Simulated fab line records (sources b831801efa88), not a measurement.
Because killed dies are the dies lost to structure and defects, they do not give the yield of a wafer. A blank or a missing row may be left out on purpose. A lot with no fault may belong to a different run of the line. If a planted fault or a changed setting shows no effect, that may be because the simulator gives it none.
A struck lot beside a sound one -- flow sky130 -- 16 out of 708 route steps
Sound: these wafers, L668.1, L668.5, L668.6. Struck: wafers L685.1, L685.2, L685.6. At the end, the cause is stated.
Order at every step that has rows: each side's tool, ch and its chambers, its first start. Under that, the readings that differ: sound wafers -- struck wafers -- difference of the means -- sigmas: that difference in standard deviations of wafers without a fault.
alike: words and numbers the same on both sides, and readings whose means are apart by under 2 such deviations; not compared: readings that were withheld, readings missing a value for some wafer, numbers with overlapping values and no deviation given by the record, and bounds like >300 which may hide the same value.
Wherever a step has rows on one side only, a row that says differs or no value, or a row with sigmas, the two part there. Non-overlapping numbers with no deviation appear without sigmas and do not part them. Lack of a reading on every wafer of one side parts them only where that side has two or more wafers.

SKY_GATE_OXIDE_TW_MEAS_14:
  sound on filmMetro-01 at day 16 03:39; struck on filmMetro-03 at day 22 16:27
  alike: GATE_OXIDE_TW
then, 3 steps without rows for these wafers: SKY_GATE_OXIDE_CLEAN_15 (cleans in SC1/SC2, time 150 s); SKY_GATE_OXIDE_OXIDATION_16 (stabilise 600 s, purge 300 s, target thk 3.57 nm); SKY_POLY_GATE_CVD_00 (deposits poly-Si, target thk 180 nm, time 720 s).
SKY_POLY_GATE_THK_MEAS_01:
  sound on filmMetro-01 at day 16 08:54; struck on filmMetro-02 at day 22 19:17
reading,sound,struck,difference,sigmas
POLY_GATE_CVD_00_THK (nm),178.8 177.9 179.1,183.7 182.9 185.0,+5.3,+3
then, 7 steps without rows for these wafers: SKY_RES_PROTECT_DEHYDRATE_00 (time 60 s); SKY_RES_PROTECT_HMDS_01 (prime time 60 s); SKY_RES_PROTECT_COAT_02 (resist thk 1140 nm); SKY_RES_PROTECT_SOFTBAKE_03 (time 60 s); SKY_RES_PROTECT_EXPOSE_04 (exposes mask RPM, target cd 1270 nm); SKY_RES_PROTECT_PEB_05; SKY_RES_PROTECT_DEVELOP_06 (develop time 60 s).
SKY_POLY_GATE_IMPLANT_02:
  sound on implanter-04 ch 0, day 17 12:59; struck on implanter-02 ch 0, day 24 00:53
reading,sound,struck,difference,sigmas
beamOnS (s),36.3 38.1 37.9,12.7 12.6 12.8,-24.7,-25
doseIonsCm2,7.693e+15 7.712e+15 7.696e+15,2.695e+15 2.689e+15 2.704e+15,-5.004e+15,-99 or more
endStationPressureTorr (Torr),1.03e-05 9.3e-06 1.04e-05,1.55e-05 1.4e-05 1.35e-05,+4.33e-06,+7
SKY_RES_PROTECT_STRIP_07: strips in O2/N2.
  sound on plasmaAsher-01 ch 0,1, day 17 13:08; struck on plasmaAsher-03 ch 0,1, day 24 01:02
reading,sound,struck,difference,sigmas
oesProductAu (a.u.),0.520 0.522 0.515,0.579 0.586 0.576,+0.061,+15
stripTimeToEndpointS (s),23.27 23.27 23.22,19.13 19.13 19.18,-4.11,-99 or more
  alike: drypumpMotorCurrentA
  not compared: rfHoursCounterH
SKY_RES_PROTECT_TW_MEAS_08:
  sound on filmMetro-04 at day 17 13:14; struck on filmMetro-02 at day 24 01:22
reading,sound,struck,difference,sigmas
POLY_GATE_TW,4053 4056 4071,3608 3609 3612,-450,-10
  not compared: hold
-- here the record skips 27 days between the struck wafers' starts before and after, leaving off in module RES_PROTECT and picking up in module PAD_OPEN (first step shown: number 708 of the route) --
SKY_PAD_OPEN_PROBE_99:
  sound on prober-02 at day 47 16:49; struck on prober-01 at day 51 06:28
reading,sound,struck,difference,sigmas
model.etest.resPoly.lineOhmUm,532.5 514.5 516.6,1491 1554 1617,+1033,
model.etest.liconPoly.rcOhm,156.3 153.3 155.4,1163 1152 1186,+1012,
model.etest.resPoly.rsOhmSq,49.73 49.82 49.04,150.5 150.5 149.8,+100.7,
model.etest.nfet_01v8.rOnOhmUm,806 825.8 836.6,936.1 892.1 883.1,+81.0,
model.etest.nfet_01v8_swapped.driveUaUm,518.9 512.5 507.3,446.5 455.3 458.7,-59.4,
model.etest.nfet_01v8_turned.driveUaUm,520.9 507.6 507.4,444.7 453.8 464,-57.8,
model.etest.nfet_01v8_lvt.driveUaUm,593 581.4 573.6,516.7 527.9 532.2,-57.1,
model.etest.nfet_01v8.driveUaUm,517.1 510.2 501,445.9 454.9 462.8,-54.9,
  alike: killed_at_M0_to_M3, killed_at_M4_up, killedAtContacts, killedAtFrontEnd, killedAtOther, killedDies, killedOnRim, killedOpen, killedShort

== WHERE THEY PART ==
First at SKY_POLY_GATE_THK_MEAS_01; last, within this record, at SKY_RES_PROTECT_TW_MEAS_08. Later steps at which nothing parts them and some readings are alike: SKY_PAD_OPEN_PROBE_99.

WHY: the cause the simulator had injected
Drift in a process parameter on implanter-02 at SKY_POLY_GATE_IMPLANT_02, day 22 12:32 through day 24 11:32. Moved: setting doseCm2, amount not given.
